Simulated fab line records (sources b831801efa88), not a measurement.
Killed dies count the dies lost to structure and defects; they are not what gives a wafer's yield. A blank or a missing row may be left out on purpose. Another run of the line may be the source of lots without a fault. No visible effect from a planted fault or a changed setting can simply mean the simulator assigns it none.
fab line records	flow sfqLine
record lots=7	wafers=21	lastDay=78
route steps=325 shown M7@285 I7@296 M8@311
lots untouched by any fault: they come from a run of this same line in which no faults occurred
startH: the number of hours between the record's first day and the start of the first shown wafer of the lot	waitH: how many hours have passed since the lot's step before this one	" unchanged from the row above	L1.1+2: several wafers, shown together as one row	- value missing, or start not given	* or withheld: withheld	< > ~ a bound
route shown NAME@n: names a module that has steps shown in the file, with the first one's number in the route	usual: mean/standard deviation of fault-free wafers	same: alike in all rows	chamber/n: place in a boat	sites: the reading at each site	_std_site: their standard deviation	_edge_site: mean of outer sites minus mean of inner sites	radiusMm: for every site, how far away it sits from the centre of the wafer	mask NAME#n: copy n	behind: tool/chamber where the wafer was last shaped	hold: reason for holding the lot/hours on hold/outcome of the hold	device: which transistor (n, p or np) failed to switch	end of line: tests of these same wafers at the route's end	a step without rows: its recipe alone	killed: dies that structure and defects cost at the first sort, which is not the same as the wafer's yield	map: shows each die of a wafer: x if killed, . if not, _ if none is there
set.NAME: setting as actually run; set.NAME@STEP: the setting as run at that earlier step	model.NAME: the simulator's own value behind a step, which no gauge read
lots seen at some steps along the route; tables by step, rows by wafer
services: the hour from which a tool's chamber was out of use, counted from the record's first day as startH (under 0 if before that day), plus the number of hours and why
## steps
# step SFQ_TRILAYER_M7_LITHO_COAT_182
# recipe resist=BARC	spinRpm=3000	resistThkNm=62
# step SFQ_TRILAYER_M7_LITHO_COAT_177
# recipe resist=KrF	spinRpm=3000	resistThkNm=600
# step SFQ_TRILAYER_M7_LITHO_SOFTBAKE_181
# recipe tempC=withheld	timeS=withheld	resist=KrF
# step SFQ_TRILAYER_M7_LITHO_EXPOSE_178
# recipe maskId=M7	na=0.6	sourceShape=conventional	sigmaOuter=0.65	targetCdNm=500	doseMj=14.4
# step SFQ_TRILAYER_M7_LITHO_PEB_180
# recipe pebTempC=115	pebTimeS=60	resist=KrF
# step SFQ_TRILAYER_M7_LITHO_DEVELOP_179
# recipe timeS=60	resist=KrF
# step SFQ_M7_OVL_MEAS_945
# usual M7_OVL=-1/5.3
lot.wafer	tool	chamber	startH	waitH	M7_OVL[nm]
L128.1	overlay-01	-	1513.03	0.1	-3
L128.2	"	-	"	"	-5
L128.4	"	-	"	"	-4
L132.1	overlay-01	-	1551.28	0.1	3
L132.5	"	-	"	"	6
L132.6	"	-	"	"	6
L133.3	overlay-01	-	1557.58	0.1	-2
L133.4	"	-	"	"	10
L133.5	"	-	"	"	2
L139.1	overlay-01	-	1683.19	0.1	-5
L139.2	"	-	"	"	-5
L139.5	"	-	"	"	3
L141.2	overlay-02	-	1685.60	0.1	-5
L141.5	"	-	"	"	-2
L141.6	"	-	"	"	-2
L144.2	overlay-01	-	1697.72	0.1	-4
L144.5	"	-	"	"	2
L144.6	"	-	"	"	-1
L146.1	overlay-02	-	1701.31	0.1	-10
L146.2	"	-	"	"	-4
L146.5	"	-	"	"	-10
# step SFQ_TRILAYER_M7_BARC_OPEN_METAL_ETCH_229
# recipe maskMaterial=PR	chemistry=O2	targetDepthNm=125	target=BARC	icpW=600	biasW=80	pressureMtorr=10	timeS=41.7
# usual drypumpMotorCurrentA=5.94/0.29	oesProductAu=0.685/0.0047
lot.wafer	tool	chamber	startH	waitH	drypumpMotorCurrentA	oesProductAu	rfHoursCounterH
L128.1	rieMetal-03	0	1513.07	0.0	5.89	0.681	101
L128.2	"	0	"	"	5.90	0.691	-
L128.4	"	0	"	"	5.88	0.684	-
L132.1	rieMetal-02	0	1551.31	0.0	5.56	0.685	11
L132.5	"	1	"	"	5.83	0.683	-
L132.6	"	0	"	"	5.55	0.687	-
L133.3	rieMetal-04	1	1557.62	0.0	6.07	0.689	-
L133.4	"	0	"	"	5.86	0.686	-
L133.5	"	1	"	"	6.08	0.693	-
L139.1	rieMetal-04	1	1683.23	0.0	6.09	0.683	139
L139.2	"	0	"	"	5.84	0.687	114
L139.5	"	0	"	"	5.85	0.683	-
L141.2	rieMetal-02	1	1685.63	0.0	5.73	0.684	119
L141.5	"	1	"	"	5.76	0.687	-
L141.6	"	0	"	"	5.57	0.686	-
L144.2	rieMetal-03	0	1697.75	0.0	5.92	0.693	128
L144.5	"	1	"	"	6.61	0.689	-
L144.6	"	0	"	"	5.93	0.684	-
L146.1	rieMetal-02	1	1701.35	0.0	5.82	0.682	121
L146.2	"	0	"	"	5.57	0.678	26
L146.5	"	1	"	"	5.74	0.681	-
# step SFQ_TRILAYER_M7_ETCH_METAL_ETCH_180
# recipe target=Nb	stopOn=SiO2	maskMaterial=PR	chemistry=Cl2/Ar	targetDepthNm=240	icpW=600	biasW=80	pressureMtorr=10	timeS=120
# usual drypumpMotorCurrentA=5.94/0.29	oesProductAu=0.892/0.0092
lot.wafer	tool	chamber	startH	waitH	drypumpMotorCurrentA	oesProductAu	rfHoursCounterH
L128.1	rieMetal-03	0	1513.18	0.1	5.89	0.891	101
L128.2	"	0	"	"	5.89	0.913	-
L128.4	"	0	"	"	5.89	0.900	-
L132.1	rieMetal-02	0	1551.37	0.0	5.56	0.891	11
L132.5	"	1	"	"	5.79	0.888	-
L132.6	"	0	"	"	5.52	0.908	-
L133.3	rieMetal-04	1	1557.70	0.1	6.08	0.889	-
L133.4	"	0	"	"	5.81	0.892	-
L133.5	"	1	"	"	6.09	0.897	-
L139.1	rieMetal-04	1	1683.29	0.0	6.11	0.897	139
L139.2	"	0	"	"	5.82	0.906	114
L139.5	"	0	"	"	5.84	0.890	-
L141.2	rieMetal-02	1	1685.69	0.0	5.73	0.890	119
L141.5	"	1	"	"	5.73	0.896	-
L141.6	"	0	"	"	5.57	0.892	-
L144.2	rieMetal-03	0	1697.81	0.0	5.89	0.899	128
L144.5	"	1	"	"	6.58	0.907	-
L144.6	"	0	"	"	5.91	0.898	-
L146.1	rieMetal-02	1	1701.41	0.0	5.74	0.894	121
L146.2	"	0	"	"	5.59	0.896	26
L146.5	"	1	"	"	5.75	0.904	-
# step SFQ_TRILAYER_M7_STRIP_STRIP_181
# recipe gas=O2	powerW=200	platenTempC=40	overashFraction=0.65	chemistry=O2	pressureMtorr=50
# step SFQ_TRILAYER_M7_STRIP_SOLV_CLEAN_182
# recipe chemistry=NMP	tempC=70	timeS=600
# step SFQ_TRILAYER_I7_DEP_PECVD_183
# recipe material=SiO2	tempC=150	timeS=111.11	pressureTorr=2.4	rfW=183.3	precursor=SiH4/N2O	targetThkNm=500
# usual heaterPowerW=77/12	susceptorTempC=150.00/0.14	throttleValvePct=25.5/1.4
lot.wafer	tool	chamber	startH	waitH	heaterPowerW	susceptorTempC	throttleValvePct
L128.1	pecvd-02	0	1514.81	0.0	58	149.90	24.1
L128.2	"	1	"	"	62	150.30	26.0
L128.4	"	0	"	"	45	150.01	24.6
L132.1	pecvd-04	1	1552.29	0.0	77	150.08	24.3
L132.5	"	0	"	"	86	150.03	26.2
L132.6	"	2	"	"	90	149.99	26.4
L133.3	pecvd-03	0	1558.56	0.0	80	150.06	23.1
L133.4	"	2	"	"	66	150.15	27.1
L133.5	"	1	"	"	85	150.05	25.2
L139.1	pecvd-03	1	1684.19	0.0	81	149.94	25.2
L139.2	"	0	"	"	78	150.31	23.2
L139.5	"	1	"	"	84	150.12	25.1
L141.2	pecvd-03	1	1686.60	0.0	92	149.78	25.4
L141.5	"	0	"	"	78	150.02	23.4
L141.6	"	2	"	"	71	150.02	27.0
L144.2	pecvd-03	0	1698.71	0.0	74	150.01	23.2
L144.5	"	0	"	"	81	149.81	23.1
L144.6	"	2	"	"	68	150.19	27.0
L146.1	pecvd-03	0	1702.31	0.0	82	149.93	23.2
L146.2	"	2	"	"	74	150.07	27.3
L146.5	"	0	"	"	66	149.91	23.2
# step SFQ_TRILAYER_I7_CMP_CMP_184
# recipe material=SiO2	downForcePsi=3	platenRpm=60	padVelocityMS=0.94248
# usual headPressurePsi=3.000/0.0066	motorCurrentA=10.6/1	retainingRingPressureFrac=1.000/0.005	slurryFilterDpKPa=13.48/0.13	timeToEndpointS=212/7.8
lot.wafer	tool	chamber	startH	waitH	headPressurePsi	motorCurrentA	retainingRingPressureFrac	slurryFilterDpKPa	timeToEndpointS	model.SiO2_of_TRILAYER_I7_DEP_PECVD_183.thkNm
L128.1	cmp-01	2	1536.10	21.2	3.009	10.3	1.006	13.46	201	199.7
L128.2	"	3	"	"	3.009	10.7	1.000	13.56	210	200.3
L128.4	"	0	"	"	2.996	11.0	1.001	13.38	220	201
L132.1	cmp-02	2	1566.37	14.0	2.994	9.9	1.001	13.51	207	201.8
L132.6	"	0	1567.37	15.0	2.996	10.1	0.997	13.47	212	201
L132.5	"	1	"	"	3.006	8.9	1.001	13.72	206	201.1
L133.3	cmp-02	3	1568.87	10.3	3.008	11.1	1.003	13.42	195	199.4
L133.4	"	1	1569.87	11.2	2.993	9.4	0.993	13.58	219	200.7
L133.5	"	2	"	"	2.993	9.4	0.999	13.56	213	202.1
L139.2	cmp-01	0	1684.86	0.6	3.010	10.7	0.996	13.55	214	199.7
L139.1	"	1	"	"	2.999	13.1	1.001	13.48	217	200.9
L139.5	"	0	1686.86	2.6	3.009	10.7	1.004	13.56	288	308.8
L141.2	cmp-01	1	1687.86	1.2	2.989	12.3	0.997	13.50	220	200.7
L141.6	"	1	1689.86	3.2	3.000	12.2	1.001	13.38	223	200.3
L141.5	"	2	"	"	3.004	11.2	1.000	13.48	273	301.2
L144.2	cmp-01	3	1699.83	1.1	3.008	11.3	1.000	13.60	197	202.4
L144.5	"	1	1700.83	2.0	2.995	12.8	1.000	13.53	272	303.2
L144.6	"	2	"	"	3.018	11.1	0.995	13.35	212	198.2
L146.1	cmp-02	0	1704.98	2.6	2.992	9.8	1.007	13.36	197	200.2
L146.2	"	1	"	"	3.012	9.3	0.998	13.29	202	200
L146.5	"	2	"	"	2.997	10.0	0.989	13.13	209	201.2
# step SFQ_I7_BOW_MEAS_946
# recipe mode=bow
# usual I7_BOW=9/12
lot.wafer	tool	chamber	startH	waitH	I7_BOW[um]
L128.1	filmMetro-02	-	1538.60	2.0	8
L128.2	"	-	"	"	8
L128.4	"	-	"	"	6
L132.1	filmMetro-02	-	1568.37	1.5	6
L132.5	"	-	"	"	13
L132.6	"	-	"	"	28
L133.3	filmMetro-01	-	1571.41	2.0	9
L133.4	"	-	"	"	11
L133.5	"	-	"	"	13
L139.1	filmMetro-03	-	1687.86	2.0	25
L139.2	"	-	"	"	20
L139.5	"	-	"	"	16
L141.2	filmMetro-02	-	1690.88	2.5	2
L141.5	"	-	"	"	13
L141.6	"	-	"	"	17
L144.2	filmMetro-03	-	1701.85	1.5	4
L144.5	"	-	"	"	-6
L144.6	"	-	"	"	2
L146.1	filmMetro-02	-	1706.98	1.5	-1
L146.2	"	-	"	"	12
L146.5	"	-	"	"	11
# step SFQ_TRILAYER_I7_METRO_MEASURE_185
# usual thkNm=199.8/1.2
lot.wafer	tool	chamber	startH	waitH	thkNm
L128.1	filmMetro-02	-	1538.72	0.1	199.8
L128.2	"	-	"	"	200.1
L128.4	"	-	"	"	200.9
L132.1	filmMetro-02	-	1568.49	0.1	201.8
L132.5	"	-	"	"	201.1
L132.6	"	-	"	"	201.1
L133.3	filmMetro-01	-	1571.89	0.5	199.4
L133.4	"	-	"	"	200.8
L133.5	"	-	"	"	202.2
L139.1	filmMetro-03	-	1687.98	0.1	201.0
L139.2	"	-	"	"	199.9
L139.5	"	-	"	"	308.5
L141.2	filmMetro-02	-	1691.18	0.3	200.6
L141.5	"	-	"	"	301.6
L141.6	"	-	"	"	200.5
L144.2	filmMetro-03	-	1702.15	0.3	202.3
L144.5	"	-	"	"	303.3
L144.6	"	-	"	"	198.1
L146.1	filmMetro-02	-	1707.10	0.1	200.2
L146.2	"	-	"	"	199.9
L146.5	"	-	"	"	201.2
# step SFQ_TRILAYER_I7_VIA_LITHO_COAT_192
# recipe resist=BARC	spinRpm=3000	resistThkNm=62
# step SFQ_TRILAYER_I7_VIA_LITHO_COAT_187
# recipe resist=KrF	spinRpm=3000	resistThkNm=650
# step SFQ_TRILAYER_I7_VIA_LITHO_SOFTBAKE_191
# recipe tempC=withheld	timeS=withheld	resist=KrF
# step SFQ_TRILAYER_I7_VIA_LITHO_EXPOSE_188
# recipe maskId=I7	na=0.6	sourceShape=conventional	sigmaOuter=0.65	targetCdNm=1000	doseMj=21.3
# step SFQ_TRILAYER_I7_VIA_LITHO_PEB_190
# recipe pebTempC=115	pebTimeS=60	resist=KrF
# step SFQ_TRILAYER_I7_VIA_LITHO_DEVELOP_189
# recipe timeS=60	resist=KrF
# step SFQ_I7_OVL_MEAS_947
# usual I7_OVL=3/6.8
lot.wafer	tool	chamber	startH	waitH	I7_OVL[nm]
L128.1	overlay-01	-	1632.63	0.1	9
L128.2	"	-	"	"	10
L128.4	"	-	"	"	6
L132.1	overlay-01	-	1669.99	0.1	9
L132.5	"	-	"	"	11
L132.6	"	-	"	"	12
L133.3	overlay-02	-	1673.60	0.1	11
L133.4	"	-	"	"	1
L133.5	"	-	"	"	4
L139.1	overlay-02	-	1772.36	0.1	-1
L139.2	"	-	"	"	20
L139.5	"	-	"	"	-1
L141.2	overlay-01	-	1777.17	0.1	9
L141.5	"	-	"	"	2
L141.6	"	-	"	"	3
L144.2	overlay-02	-	1788.01	0.1	-8
L144.5	"	-	"	"	1
L144.6	"	-	"	"	1
L146.1	overlay-02	-	1792.81	0.1	13
L146.2	"	-	"	"	-1
L146.5	"	-	"	"	16
# step SFQ_TRILAYER_I7_VIA_BARC_OPEN_VIA_ETCH_260
# recipe maskMaterial=PR	chemistry=O2	targetDepthNm=125	target=BARC	sourceW=500	biasW=80	pressureMtorr=30	timeS=41.7
# usual drypumpMotorCurrentA=5.9/0.56	oesProductAu=0.685/0.0045
lot.wafer	tool	chamber	startH	waitH	drypumpMotorCurrentA	oesProductAu	rfHoursCounterH
L128.1	rieDiel-03	3	1632.66	0.0	4.9	0.686	21
L128.2	"	1	"	"	6.3	0.678	15
L128.4	"	0	"	"	6.3	0.683	5
L132.1	rieDiel-01	1	1670.03	0.0	6.0	0.682	21
L132.5	"	1	"	"	6.0	0.683	-
L132.6	"	0	"	"	4.9	0.685	-
L133.3	rieDiel-03	3	1673.63	0.0	4.9	0.690	21
L133.4	"	0	"	"	6.3	0.685	6
L133.5	"	2	"	"	6.2	0.681	-
L139.1	rieDiel-04	0	1772.40	0.0	6.2	0.681	8
L139.2	"	2	"	"	6.6	0.687	14
L139.5	"	1	"	"	5.7	0.677	-
L141.2	rieDiel-03	2	1777.20	0.0	6.3	0.693	0
L141.5	"	2	"	"	6.3	0.691	-
L141.6	"	3	"	"	4.9	0.685	-
L144.2	rieDiel-04	3	1788.04	0.0	5.7	0.688	3
L144.5	"	2	"	"	6.7	0.685	-
L144.6	"	3	"	"	5.8	0.683	-
L146.1	rieDiel-03	3	1792.84	0.0	4.9	0.683	23
L146.2	"	1	"	"	6.3	0.683	17
L146.5	"	0	"	"	6.3	0.681	-
# step SFQ_TRILAYER_I7_VIA_ETCH_VIA_ETCH_190
# recipe target=SiO2	stopOn=Nb	maskMaterial=PR	taperDeg=20	chemistry=CHF3	targetDepthNm=260	sourceW=500	biasW=80	pressureMtorr=30	timeS=withheld
# usual drypumpMotorCurrentA=5.9/0.56	oesProductAu=0.854/0.0058
lot.wafer	tool	chamber	startH	waitH	drypumpMotorCurrentA	oesProductAu	model.I7.featureDepthNm	model.etch.depthNm
L128.1	rieDiel-03	3	1632.70	0.0	4.9	0.849	199.7	199.7
L128.2	"	1	"	"	6.4	0.862	200.3	200.3
L128.4	"	0	"	"	6.2	0.856	201	201
L132.1	rieDiel-01	1	1670.07	0.0	6.0	0.864	201.8	201.8
L132.5	"	1	"	"	6.0	0.857	201.1	201.1
L132.6	"	0	"	"	4.9	0.860	201	201
L133.3	rieDiel-03	3	1673.67	0.0	4.9	0.848	199.4	199.4
L133.4	"	0	"	"	6.3	0.856	200.7	200.7
L133.5	"	2	"	"	6.3	0.856	202.1	202.1
L139.1	rieDiel-04	0	1772.44	0.0	6.2	0.853	200.9	200.9
L139.2	"	2	"	"	6.7	0.858	199.7	199.7
L139.5	"	1	"	"	5.7	0.996	258.6	258.6
L141.2	rieDiel-03	2	1777.24	0.0	6.3	0.851	200.7	200.7
L141.5	"	2	"	"	6.2	1.014	260.8	260.8
L141.6	"	3	"	"	4.9	0.859	200.3	200.3
L144.2	rieDiel-04	3	1788.08	0.0	5.7	0.861	202.4	202.4
L144.5	"	2	"	"	6.7	0.984	250.4	250.4
L144.6	"	3	"	"	5.8	0.853	198.2	198.2
L146.1	rieDiel-03	3	1792.88	0.0	4.9	0.858	200.2	200.2
L146.2	"	1	"	"	6.4	0.862	200	200
L146.5	"	0	"	"	6.3	0.863	201.2	201.2
# step SFQ_TRILAYER_I7_VIA_STRIP_STRIP_191
# recipe gas=O2	powerW=200	platenTempC=40	overashFraction=0.65	chemistry=O2	pressureMtorr=50
# usual drypumpMotorCurrentA=6.15/0.21	oesProductAu=0.989/0.011
lot.wafer	tool	chamber	startH	waitH	drypumpMotorCurrentA	oesProductAu	rfHoursCounterH
L128.1	rieMetal-03	0	1632.81	-	5.91	0.999	120
L128.2	"	1	"	"	6.56	0.992	30
L128.4	"	1	"	"	6.59	0.991	-
L132.1	rieMetal-03	0	1670.18	-	5.92	0.996	125
L132.5	"	0	"	"	5.89	0.995	-
L132.6	"	1	"	"	6.61	0.998	-
L133.3	rieMetal-01	0	1673.98	-	6.21	0.993	-
L133.4	"	1	"	"	6.34	0.996	-
L133.5	"	1	"	"	6.34	0.998	-
L139.1	rieMetal-01	1	1772.55	-	6.34	0.985	99
L139.2	"	0	"	"	6.20	0.987	120
L139.5	"	1	"	"	6.33	1.003	-
L141.2	rieMetal-01	1	1777.35	-	6.30	0.995	99
L141.5	"	0	"	"	6.20	0.995	-
L141.6	"	1	"	"	6.31	1.007	-
L144.2	rieMetal-04	1	1788.20	-	6.07	0.974	150
L144.5	"	1	"	"	6.08	0.983	-
L144.6	"	0	"	"	5.81	0.979	-
L146.1	rieMetal-03	1	1793.00	-	6.59	0.996	47
L146.2	"	0	"	"	5.90	0.996	138
L146.5	"	0	"	"	5.92	0.996	-
# step SFQ_TRILAYER_I7_VIA_STRIP_SOLV_CLEAN_192
# recipe chemistry=NMP	tempC=70	timeS=600
# step SFQ_TRILAYER_M8_LITHO_LOR_COAT_197
# recipe resist=lift-off	spinRpm=3000
# step SFQ_TRILAYER_M8_LITHO_LOR_BAKE_198
# recipe resist=lift-off	tempC=withheld	timeS=withheld
# step SFQ_TRILAYER_M8_LITHO_COAT_193
# recipe resist=KrF	spinRpm=3000	resistThkNm=600
# step SFQ_TRILAYER_M8_LITHO_SOFTBAKE_199
# recipe tempC=withheld	timeS=withheld	resist=KrF
# step SFQ_TRILAYER_M8_LITHO_EXPOSE_194
# recipe maskId=M8	na=0.6	sourceShape=conventional	sigmaOuter=0.65	targetCdNm=2000	doseMj=14.4
# step SFQ_TRILAYER_M8_LITHO_PEB_196
# recipe pebTempC=115	pebTimeS=60	resist=KrF
# step SFQ_TRILAYER_M8_LITHO_DEVELOP_195
# recipe imgClearS=15	timeS=55	resist=KrF
# step SFQ_M8_OVL_MEAS_948
# usual M8_OVL=-2/5.4
lot.wafer	tool	chamber	startH	waitH	M8_OVL[nm]
L128.1	overlay-02	-	1636.38	0.1	0
L128.2	"	-	"	"	2
L128.4	"	-	"	"	-1
L132.1	overlay-01	-	1673.87	0.1	-13
L132.5	"	-	"	"	-8
L132.6	"	-	"	"	-3
L133.3	overlay-02	-	1681.86	0.1	-8
L133.4	"	-	"	"	-3
L133.5	"	-	"	"	-12
L139.1	overlay-02	-	1776.12	0.1	0
L139.2	"	-	"	"	2
L139.5	"	-	"	"	-6
L141.2	overlay-02	-	1850.53	0.1	4
L141.5	"	-	"	"	-1
L141.6	"	-	"	"	2
L144.2	overlay-01	-	1862.66	0.1	-4
L144.5	"	-	"	"	-4
L144.6	"	-	"	"	-5
L146.1	overlay-02	-	1866.25	0.1	-1
L146.2	"	-	"	"	-7
L146.5	"	-	"	"	-9
# step SFQ_TRILAYER_M8_DEP_EVAP_197
# recipe material=Ti	angularSpreadDeg=1	targetThkNm=20	timeS=100	powerW=2000
# step SFQ_TRILAYER_M8_DEP_EVAP_198
# recipe material=Pt	angularSpreadDeg=1	targetThkNm=50	timeS=250	powerW=2000
# step SFQ_TRILAYER_M8_DEP_EVAP_196
# recipe material=Au	angularSpreadDeg=1	targetThkNm=180	timeS=900	powerW=2000
# step SFQ_M8_RS_MEAS_949
# recipe thkMeasGauge=four-point-probe	reads=Au_of_TRILAYER_M8_DEP_EVAP_196+Pt_of_TRILAYER_M8_DEP_EVAP_198+Ti_of_TRILAYER_M8_DEP_EVAP_197
# usual M8_AU_RS=0.1531/0.0019
lot.wafer	tool	chamber	startH	waitH	M8_AU_RS[ohm/sq]
L128.1	filmMetro-03	-	1637.16	0.3	0.1520
L128.2	"	-	"	"	0.1505
L128.4	"	-	"	"	0.1531
L132.1	filmMetro-03	-	1674.65	0.3	0.1529
L132.5	"	-	"	"	0.1523
L132.6	"	-	"	"	0.1502
L133.3	filmMetro-04	-	1682.67	0.3	0.1506
L133.4	"	-	"	"	0.1543
L133.5	"	-	"	"	0.1518
L139.1	filmMetro-01	-	1776.90	0.3	0.1535
L139.2	"	-	"	"	0.1560
L139.5	"	-	"	"	0.1553
L141.2	filmMetro-04	-	1851.33	0.3	0.1519
L141.5	"	-	"	"	0.1507
L141.6	"	-	"	"	0.1501
L144.2	filmMetro-04	-	1863.45	0.3	0.1522
L144.5	"	-	"	"	0.1514
L144.6	"	-	"	"	0.1525
L146.1	filmMetro-01	-	1867.03	0.3	0.1535
L146.2	"	-	"	"	0.1533
L146.5	"	-	"	"	0.1527
# step SFQ_M8_THK_MEAS_950
# recipe thkMeasGauge=xrf	reads=Au_of_TRILAYER_M8_DEP_EVAP_196
# usual M8_AU_THK=182.4/2.2
lot.wafer	tool	chamber	startH	waitH	M8_AU_THK[nm]
L128.1	filmMetro-03	-	1637.28	0.1	183.9
L128.2	"	-	"	"	184.9
L128.4	"	-	"	"	182.3
L132.1	filmMetro-03	-	1674.77	0.1	182.0
L132.5	"	-	"	"	183.8
L132.6	"	-	"	"	185.4
L133.3	filmMetro-04	-	1682.77	0.1	184.4
L133.4	"	-	"	"	179.8
L133.5	"	-	"	"	181.5
L139.1	filmMetro-01	-	1777.02	0.1	181.9
L139.2	"	-	"	"	179.5
L139.5	"	-	"	"	180.4
L141.2	filmMetro-04	-	1851.44	0.1	182.1
L141.5	"	-	"	"	183.8
L141.6	"	-	"	"	183.5
L144.2	filmMetro-04	-	1863.56	0.1	181.6
L144.5	"	-	"	"	182.7
L144.6	"	-	"	"	182.0
L146.1	filmMetro-01	-	1867.15	0.1	182.1
L146.2	"	-	"	"	181.6
L146.5	"	-	"	"	183.5
# step SFQ_TRILAYER_M8_LIFTOFF_LIFTOFF_197
# recipe tempC=80	timeS=600	chemistry=NMP
# step SFQ_M8_BOW_MEAS_951
# recipe mode=bow
# usual M8_BOW=10/12
lot.wafer	tool	chamber	startH	waitH	M8_BOW[um]	model.etest.i7.linkOhm
L128.1	filmMetro-04	-	1637.52	0.0	8	1.049
L128.2	"	-	"	"	9	1.023
L128.4	"	-	"	"	8	1.038
L132.1	filmMetro-04	-	1675.01	0.0	7	1.058
L132.5	"	-	"	"	15	1.056
L132.6	"	-	"	"	28	1.038
L133.3	filmMetro-03	-	1683.02	0.0	12	1.058
L133.4	"	-	"	"	14	1.056
L133.5	"	-	"	"	14	1.051
L139.1	filmMetro-03	-	1777.25	0.0	25	1.048
L139.2	"	-	"	"	21	1.053
L139.5	"	-	"	"	17	1e+06
L141.2	filmMetro-03	-	1851.68	0.0	5	1.053
L141.5	"	-	"	"	15	1e+06
L141.6	"	-	"	"	19	1.057
L144.2	filmMetro-01	-	1863.81	0.0	3	1.045
L144.5	"	-	"	"	-7	1e+06
L144.6	"	-	"	"	0	1.047
L146.1	filmMetro-03	-	1867.39	0.0	2	1.055
L146.2	"	-	"	"	14	1.051
L146.5	"	-	"	"	13	1.047
## services
tool	chamber	startH	hours	kind
rieMetal-02	-	1520.03	0.5	repair
pecvd-03	2	1525.99	4.8	repair
cmp-01	-	1527.68	0.8	repair
pecvd-03	-	1549.81	5.5	pm
cmp-01	-	1552.22	13.4	repair
filmMetro-02	-	1554.80	0.7	pm
filmMetro-02	-	1555.85	0.4	pm
rieDiel-04	-	1555.88	0.6	repair
rieMetal-04	1	1571.61	17.6	repair
cmp-01	-	1590.60	3.4	repair
cmp-01	-	1601.38	4.0	pm
cmp-01	-	1635.19	0.8	repair
cmp-01	-	1650.06	4.6	pm
rieMetal-02	-	1651.00	14.6	pm
rieDiel-03	1	1664.96	7.5	repair
cmp-01	-	1666.08	3.8	repair
filmMetro-02	-	1679.75	0.4	pm
pecvd-03	1	1694.67	15.6	repair
cmp-01	-	1705.39	0.6	repair
rieDiel-04	-	1719.93	0.4	repair
rieDiel-04	-	1728.55	1.1	repair
cmp-01	-	1735.29	5.6	repair
rieMetal-02	1	1743.06	14.4	repair
pecvd-03	2	1759.69	5.1	repair
## key
firstSign step=SFQ_TRILAYER_I7_CMP_CMP_184	reading=timeToEndpointS	direction=up	sigmas=8.5	usual=*	struck=*
effect step=SFQ_TRILAYER_I7_METRO_MEASURE_185	reading=thkNm	direction=up	sigmas=85	usual=199.8	struck=304.5
effect step=SFQ_TRILAYER_I7_VIA_ETCH_VIA_ETCH_190	reading=oesProductAu	direction=up	sigmas=25	usual=0.854	struck=0.998
modelEffect step=SFQ_TRILAYER_I7_CMP_CMP_184	value=SiO2_of_TRILAYER_I7_DEP_PECVD_183.thkNm	without=200	struck=304.4
modelEffect step=SFQ_TRILAYER_I7_VIA_ETCH_VIA_ETCH_190	value=I7.featureDepthNm	without=200	struck=256.6
modelEffect step=SFQ_M8_BOW_MEAS_951	value=etest.i7.linkOhm	without=1.047	struck=1e+06
metAt SFQ_TRILAYER_I7_CMP_CMP_184
struckWafers L139.5,L141.5,L144.5
onsetBetween 1536.10 1684.86
fault kind=processParameterDrift	tool=cmp-01	chamber=-	onsetH=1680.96	steps=SFQ_TRILAYER_I7_CMP_CMP_184	channel=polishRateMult	offset=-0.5	shape=step	endH=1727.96	scope=struckWafersOnly
